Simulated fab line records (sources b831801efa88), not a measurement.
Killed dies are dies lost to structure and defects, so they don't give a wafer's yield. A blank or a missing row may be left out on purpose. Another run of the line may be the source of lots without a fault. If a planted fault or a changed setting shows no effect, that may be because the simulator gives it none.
fab line records ; flow sky130
record: lots: 6; wafers: 18; last_day: 50
route steps=708 shown SD_N@344 PAD_OPEN@708
lots that met no fault: from a run of the same line without faults
start_h: start of the lot's first displayed wafer, in hours after the record's first day ; wait_h: hours elapsed since this lot's preceding step ; " same as the row above ; L1.1+2: one row covering several wafers at once ; - no value present, or no start provided ; * or withheld: withheld ; < > ~ a bound
route shown NAME@n: NAME is a module with steps in the file, n the number in the route of the first one ; usual: mean and standard deviation over wafers with no fault ; same: alike in all rows ; chamber/n: place in a boat ; sites: readings site by site ; _std_site: the standard deviation of these ; _edge_site: the outer-site mean with the inner-site mean subtracted ; radius_mm: for every site, how far away it sits from the centre of the wafer ; mask NAME#n: copy n ; behind: tool/chamber where the wafer was last shaped ; hold: what put the lot on hold/how long, in hours/how the hold closed ; device: the transistor (n, p or np) that didn't switch ; end of line: tests of these same wafers at the route's end ; a step with no rows: only its recipe ; killed: dies lost to structure and defects at the first sort, not the wafer's yield ; map: the dies of a wafer, with x for killed, . for not killed, _ for no die there
set.NAME: the run value of the setting; set.NAME@STEP: its run value at that earlier step ; model.NAME: the simulator's own value behind a step, which no gauge read
a table for each step, a row for each wafer; lots at some steps of the route
services: from which hour (start_h, from the record's first day; less than 0 if before it) a tool's chamber was out of use, for how many hours, and why
== steps ==
step: SKY_SD_N_COAT_02
recipe: resist: NOVOLAK; spin_rpm: 3000; resist_thk_nm: 1140
step: SKY_SD_N_SOFTBAKE_03
recipe: temp_c: 90; time_s: 60; resist: NOVOLAK
step: SKY_SD_N_EXPOSE_04
recipe: mask_id: NSDM; na: 0.6; source_shape: conventional; sigma_outer: 0.6; polarization: unpolarized; target_cd_nm: 380; dose_mj: 141
step: SKY_SD_N_PEB_05
recipe: temp_c: withheld; time_s: *; resist: NOVOLAK
step: SKY_SD_N_DEVELOP_06
recipe: resist: NOVOLAK; developer: TMAH; develop_time_s: 60; dev_temp_c: 23
step: SKY_SD_N_CD_MEAS_07
recipe: target_cd_nm: 380
usual: cd_nm: 379.3/2.2
lot.wafer;tool;chamber;start_h;wait_h;cd_nm
L549.1;cd_sem-02;-;715.58;0.1;382.9
L549.2;cd_sem-02;-;715.58;0.1;382.0
L549.5;cd_sem-02;-;715.58;0.1;379.9
L551.2;cd_sem-01;-;738.30;0.1;377.7
L551.4;cd_sem-01;-;738.30;0.1;378.3
L551.5;cd_sem-01;-;738.30;0.1;378.3
L555.1;cd_sem-01;-;792.85;0.1;381.8
L555.3;cd_sem-01;-;792.85;0.1;381.6
L555.6;cd_sem-01;-;792.85;0.1;380.4
L557.3;cd_sem-02;-;792.93;0.1;381.8
L557.4;cd_sem-02;-;792.93;0.1;383.1
L557.5;cd_sem-02;-;792.93;0.1;380.0
L562.2;cd_sem-01;-;837.30;0.1;381.0
L562.3;cd_sem-01;-;837.30;0.1;384.0
L562.6;cd_sem-01;-;837.30;0.1;380.3
L561.2;cd_sem-01;-;837.60;0.1;380.1
L561.3;cd_sem-01;-;837.60;0.1;376.5
L561.4;cd_sem-01;-;837.60;0.1;380.4
step: SKY_SD_N_OVL_MEAS_08
usual: SD_N_OVL: 0.9/1.4
lot.wafer;tool;chamber;start_h;wait_h;SD_N_OVL[nm]
L549.1;overlay-01;-;715.70;0.1;-0.5
L549.2;overlay-01;-;715.70;0.1;1.3
L549.5;overlay-01;-;715.70;0.1;0.4
L551.2;overlay-01;-;738.40;0.1;1.8
L551.4;overlay-01;-;738.40;0.1;1.1
L551.5;overlay-01;-;738.40;0.1;2.8
L555.1;overlay-02;-;792.97;0.1;-0.3
L555.3;overlay-02;-;792.97;0.1;-1.3
L555.6;overlay-02;-;792.97;0.1;0.2
L557.3;overlay-01;-;793.02;0.1;0.8
L557.4;overlay-01;-;793.02;0.1;1.6
L557.5;overlay-01;-;793.02;0.1;1.2
L562.2;overlay-02;-;837.40;0.1;-2.2
L562.3;overlay-02;-;837.40;0.1;-0.2
L562.6;overlay-02;-;837.40;0.1;0.4
L561.2;overlay-02;-;837.70;0.1;1.2
L561.3;overlay-02;-;837.70;0.1;2.3
L561.4;overlay-02;-;837.70;0.1;1.4
step: SKY_SD_N_IMPLANT_09
recipe: species: As; energy_kev: 50; dose_cm2: 4e+15; tilt_deg: 0
step: SKY_SD_N_IMPLANT_10
recipe: species: P; energy_kev: 20; dose_cm2: 1e+14; tilt_deg: 0
step: SKY_SD_N_STRIP_11
recipe: chemistry: O2/N2; power_w: 1400; pressure_mtorr: 1500; platen_temp_c: withheld; o2_flow_sccm: 3000; n2_flow_sccm: 300; overash_fraction: 0.5
usual: drypump_motor_current_A: 5.8/0.47; oes_product_au: 0.528/0.0045; strip_time_to_endpoint_s: 22.55/0.036
lot.wafer;tool;chamber;start_h;wait_h;drypump_motor_current_A;oes_product_au;rf_hours_counter_h;strip_time_to_endpoint_s
L549.1;plasma_asher-02;0;716.03;0.1;5.0;0.526;55;22.46
L549.2;plasma_asher-02;1;716.03;0.1;6.2;0.530;55;22.50
L549.5;plasma_asher-02;1;716.03;0.1;6.2;0.530;-;22.55
L551.2;plasma_asher-04;1;738.73;0.1;6.2;0.531;30;22.59
L551.4;plasma_asher-04;0;738.73;0.1;6.3;0.532;-;22.59
L551.5;plasma_asher-04;1;738.73;0.1;6.2;0.524;-;22.59
L555.1;plasma_asher-04;1;793.31;0.1;6.2;0.525;35;22.52
L555.3;plasma_asher-04;0;793.31;0.1;6.3;0.525;-;22.54
L555.6;plasma_asher-04;0;793.31;0.1;6.3;0.518;-;22.50
L557.3;plasma_asher-01;1;793.38;0.1;5.9;0.534;-;22.53
L557.4;plasma_asher-01;0;793.38;0.1;5.4;0.528;-;22.58
L557.5;plasma_asher-01;1;793.38;0.1;5.9;0.526;-;22.51
L562.2;plasma_asher-01;0;837.73;0.1;5.4;0.529;8;22.58
L562.3;plasma_asher-01;0;837.73;0.1;5.4;0.531;-;22.50
L562.6;plasma_asher-01;1;837.73;0.1;5.9;0.534;-;22.49
L561.2;plasma_asher-04;0;838.03;0.1;6.3;0.527;40;22.48
L561.3;plasma_asher-04;1;838.03;0.1;6.2;0.530;-;22.54
L561.4;plasma_asher-04;0;838.03;0.1;6.2;0.526;-;22.52
step: SKY_SD_N_TW_MEAS_12
usual: SD_N_TW: 3964/29
lot.wafer;tool;chamber;start_h;wait_h;SD_N_TW
L549.1;film_metro-02;-;716.13;0.1;3957
L549.2;film_metro-02;-;716.13;0.1;3927
L549.5;film_metro-02;-;716.13;0.1;3958
L551.2;film_metro-02;-;738.84;0.1;3979
L551.4;film_metro-02;-;738.84;0.1;3961
L551.5;film_metro-02;-;738.84;0.1;3944
L555.1;film_metro-02;-;793.41;0.1;3979
L555.3;film_metro-02;-;793.41;0.1;3998
L555.6;film_metro-02;-;793.41;0.1;3992
L557.3;film_metro-04;-;793.46;0.1;3982
L557.4;film_metro-04;-;793.46;0.1;3992
L557.5;film_metro-04;-;793.46;0.1;4005
L562.2;film_metro-03;-;837.84;0.1;3954
L562.3;film_metro-03;-;837.84;0.1;3951
L562.6;film_metro-03;-;837.84;0.1;3952
L561.2;film_metro-03;-;838.14;0.1;3941
L561.3;film_metro-03;-;838.14;0.1;3954
L561.4;film_metro-03;-;838.14;0.1;3962
step: SKY_SD_N_CLEAN_13
recipe: chemistry: SC1/SC2; mix: 1:4:20; temp_c: 70; time_s: 150; dry: n2_spin
step: SKY_SD_N_RTA_14
recipe: temp_c: 1075; time_s: 2; idle_temp_c: 650; ramp_up_c_per_s: 150; ramp_down_c_per_s: 90; ambient: N2
usual: lamp_power_pct: 15.74/0.053; wafer_temp_C_max: 1078.1/1.2
lot.wafer;tool;chamber;start_h;wait_h;lamp_power_pct;wafer_temp_C_max
L549.1;rtp_anneal-01;0;716.24;0.0;14.58;1078.1
L549.2;rtp_anneal-01;0;716.24;0.0;14.51;1079.7
L549.5;rtp_anneal-01;0;716.24;0.0;14.61;1077.2
L551.2;rtp_anneal-01;0;738.95;0.0;14.53;1077.9
L551.4;rtp_anneal-01;0;738.95;0.0;14.51;1079.4
L551.5;rtp_anneal-01;0;738.95;0.0;14.51;1078.4
L555.1;rtp_anneal-01;0;793.52;0.0;15.77;1079.3
L555.3;rtp_anneal-01;0;793.52;0.0;15.60;1078.2
L555.6;rtp_anneal-01;0;793.52;0.0;15.78;1076.3
L557.3;rtp_anneal-02;0;793.58;0.0;15.73;1078.6
L557.4;rtp_anneal-02;0;793.58;0.0;15.74;1078.4
L557.5;rtp_anneal-02;0;793.58;0.0;15.72;1076.3
L562.2;rtp_anneal-01;0;837.96;0.0;15.74;1076.5
L562.3;rtp_anneal-01;0;837.96;0.0;15.83;1077.3
L562.6;rtp_anneal-01;0;837.96;0.0;15.69;1077.9
L561.2;rtp_anneal-02;0;838.26;0.0;15.80;1077.4
L561.3;rtp_anneal-02;0;838.26;0.0;15.83;1076.8
L561.4;rtp_anneal-02;0;838.26;0.0;15.63;1077.0
step: SKY_SD_N_RS_MEAS_16
recipe: thk_meas_gauge: four-point-probe
usual: SD_N_RS: 68.48/0.11
lot.wafer;tool;chamber;start_h;wait_h;hold;SD_N_RS[ohm/sq]
L549.1;film_metro-04;-;716.42;0.1;await_dispo/0.2h/release;73.83
L549.2;film_metro-04;-;716.42;0.1;await_dispo/0.2h/release;73.92
L549.5;film_metro-04;-;716.42;0.1;await_dispo/0.2h/release;73.82
L549.1;film_metro-04;-;716.78;0.3;-;73.76
L549.2;film_metro-04;-;716.78;0.3;-;73.67
L549.5;film_metro-04;-;716.78;0.3;-;73.79
L551.2;film_metro-02;-;739.14;0.1;await_dispo/0.2h/release;73.90
L551.4;film_metro-02;-;739.14;0.1;await_dispo/0.2h/release;73.90
L551.5;film_metro-02;-;739.14;0.1;await_dispo/0.2h/release;73.89
L551.2;film_metro-02;-;739.50;0.3;-;73.81
L551.4;film_metro-02;-;739.50;0.3;-;73.89
L551.5;film_metro-02;-;739.50;0.3;-;73.89
L555.1;film_metro-02;-;793.69;0.1;-;68.27
L555.3;film_metro-02;-;793.69;0.1;-;68.42
L555.6;film_metro-02;-;793.69;0.1;-;68.42
L557.3;film_metro-04;-;793.77;0.1;-;68.63
L557.4;film_metro-04;-;793.77;0.1;-;68.50
L557.5;film_metro-04;-;793.77;0.1;-;68.59
L562.2;film_metro-02;-;838.19;0.1;-;68.53
L562.3;film_metro-02;-;838.19;0.1;-;68.49
L562.6;film_metro-02;-;838.19;0.1;-;68.46
L561.2;film_metro-03;-;838.45;0.1;-;68.55
L561.3;film_metro-03;-;838.45;0.1;-;68.50
L561.4;film_metro-03;-;838.45;0.1;-;68.48
step: SKY_PAD_OPEN_PROBE_99
usual: defect_limited_yield: 82.5/2.1; killed_at_M0_to_M3: 43/6.8; killed_at_M4_up: 3.2/1.7; killed_at_contacts: 24/5.6; killed_at_front_end: 15/4.7; killed_at_other: 0.3/0.59; killed_dies: 86/10; killed_open: 47/6.8; killed_short: 39/6.4; sort_bin_3_pad_short: 0.9/0.42; sort_bin_5_function: 10.5/1.6; sort_bin_6_memory: 6.2/1.1; sort_n_pass: 406/10; sort_yield_pct: 82.5/2.1
same: gross_dies: 492; killed_at_back_side: 0; sort_bin_4_leakage[%]: 0; sort_bin_8_speed[%]: 0
lot.wafer;tool;chamber;start_h;wait_h;defect_limited_yield[%];killed_at_M0_to_M3;killed_at_M4_up;killed_at_contacts;killed_at_front_end;killed_at_other;killed_dies;killed_open;killed_short;sort_bin_3_pad_short[%];sort_bin_5_function[%];sort_bin_6_memory[%];sort_n_pass;sort_yield_pct[%]
L561.2;prober-02;-;1206.16;0.1;83.9;43;3;23;10;0;79;38;41;0.6;9.6;5.9;413;83.9
L561.3;prober-02;-;1206.21;0.2;79.1;48;2;30;22;1;103;57;46;1.6;13.2;6.1;389;79.1
L561.4;prober-02;-;1206.26;0.2;84.1;39;1;28;9;1;78;53;25;0.8;10.0;5.1;414;84.1
killed by level:class
L561.2 LI_CONTACT:geometric_particle:open=8 CONTACT:geometric_particle:open=8 CONTACT:geometric_particle:short=7 VIA2:geometric_particle:open=7 METAL2:geometric_particle:short=6 VIA3:geometric_particle:short=6 VIA3:geometric_particle:open=6 METAL1:geometric_particle:short=5
L561.3 VIA3:geometric_particle:open=10 VIA2:geometric_particle:open=9 LI_CONTACT:geometric_particle:open=9 VIA1:geometric_particle:open=8 LI_CONTACT:geometric_particle:short=7 POLY_GATE:geometric_particle:open=6 CONTACT:geometric_particle:short=6 CONTACT:geometric_particle:open=5
L561.4 CONTACT:geometric_particle:open=16 VIA1:geometric_particle:open=9 VIA2:geometric_particle:open=7 VIA3:geometric_particle:open=7 LI_CONTACT:geometric_particle:open=6 CONTACT:geometric_particle:short=5 METAL2:geometric_particle:short=4 VIA1:geometric_particle:short=3
== services ==
tool;chamber;start_h;hours;kind
plasma_asher-01;-;733.75;9.0;pm
plasma_asher-01;0;733.75;9.0;vent_cycle
plasma_asher-01;1;733.75;9.0;vent_cycle
plasma_asher-01;0;742.75;-;clean
plasma_asher-01;1;742.75;-;clean
plasma_asher-01;-;765.25;1.5;repair
plasma_asher-02;-;788.03;0.9;repair
plasma_asher-01;-;805.35;11.7;repair
plasma_asher-01;-;805.63;1.6;repair
plasma_asher-01;-;812.21;0.4;repair
== key ==
first_sign: step: SKY_SD_N_RTA_14; reading: lamp_power_pct; direction: down; sigmas: 23; usual: 15.74; struck: 14.54
effect: step: SKY_SD_N_RS_MEAS_16; reading: visit; direction: added
effect: step: SKY_SD_N_RS_MEAS_16; reading: SD_N_RS; direction: up; sigmas: 50; usual: 68.48; struck: 73.88
met_at SKY_SD_N_RTA_14
struck_wafers L549.1,L549.2,L549.5,L551.2,L551.4,L551.5
scrapped_behind SKY_SD_N_RS_MEAS_16 L549.1,L549.2,L549.5,L551.2,L551.4,L551.5
fault: kind: process_parameter_drift; tool: rtp_anneal-01; chamber: -; onset_h: 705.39; steps: SKY_SD_N_RTA_14; channel: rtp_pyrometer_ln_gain; offset: 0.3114; shape: step; end_h: 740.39
